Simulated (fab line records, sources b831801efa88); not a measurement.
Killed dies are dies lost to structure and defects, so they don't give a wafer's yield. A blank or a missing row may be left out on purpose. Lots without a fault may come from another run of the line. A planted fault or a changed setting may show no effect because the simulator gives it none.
One fault seen from 2 desks | flow sky130 | each desk has only its own numbers; what lay behind them comes last

THE METROLOGY DESK
What the gauges read, lot by lot, whatever tool the lot ran on: means of the sampled wafers that have a number. A lot is out of limits, marked OUT, if its mean lies more than 4 standard deviations from the usual mean; the brackets give that distance.
Columns: A = INCOMING_BOW at SKY_FIELD_ISO_BOW_MEAS_00, usual -1 um; B = cd_nm at SKY_LOCAL_INTERCONNECT_CD_MEAS_11, usual 170.2 nm; C = LOCAL_INTERCONNECT_OVL at SKY_LOCAL_INTERCONNECT_OVL_MEAS_12, usual 0 nm
lot  | first seen here | A  | B     | C
L275 | day 1 10:01     | 6  | 168.4 | -5
L276 | day 1 15:02     | -4 | 170.9 | -2
L277 | day 1 20:00     | -0 | 170.5 | 5
L278 | day 2 01:00     | -0 | 169.8 | -1
L279 | day 2 06:04     | -2 | 171.6 | -3
L280 | day 2 11:01     | 1  | 172.3 | 7
L281 | day 2 16:01     | -5 | 170.3 | 6
L282 | day 2 21:04     | 2  | 173.3 | 2
L283 | day 3 02:01     | -8 | 169.5 | 12
L288 | day 4 03:01     | 2  | 169.2 | 3
L289 | day 4 08:01     | 3  | 168.2 | 6
L291 | day 4 18:04     | 2  | 168.8 | -5
L294 | day 5 09:00     | 2  | 169.2 | 5
L295 | day 5 14:02     | -1 | 171.6 | -4
This desk's finding: nothing out of limits on any of the 14 lots.

THE TOOL OWNER'S DESK: litho_track-04
The tool's own readings at SKY_LDD_HVN_SOFTBAKE_03 (time 60 s): means of the sampled wafers that have a number, for each lot that ran on this tool. A lot is out of limits, marked OUT, if its mean lies more than 4 standard deviations from the usual mean; the brackets give that distance.
Columns: A = heater_power_total_W at SKY_LDD_HVN_SOFTBAKE_03, usual 56.59 W; B = plate_temp_C at SKY_LDD_HVN_SOFTBAKE_03, usual 90.01 C
lot  | first seen here | A               | B
L288 | day 25 09:29    | 56.03 (-13) OUT | 89.41 (-4.3) OUT
L289 | day 25 10:05    | 55.99 (-14) OUT | 89.48
This desk's finding: out of limits on L288, L289; first on L288, day 25 09:29 (heater_power_total_W at SKY_LDD_HVN_SOFTBAKE_03). In limits: none.

PUT TOGETHER
The tool owner's desk could have raised an alarm at day 25 09:29, on L288, L289.
The metrology desk saw nothing out of limits.
The metrology desk has L288, L289 on record, within its limits.
Of the lots named, all ran SKY_LDD_HVN_SOFTBAKE_03 on litho_track-04.

WHAT THE SIMULATOR HAD PUT IN
Process parameter drift: litho_track-04, from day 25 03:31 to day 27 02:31, at SKY_LDD_HVN_SOFTBAKE_03. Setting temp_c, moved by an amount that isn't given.
Lots struck among those shown: L288, L289.
Hours from the fault's start to each desk's first reading out of limits: the tool owner's desk, 6.
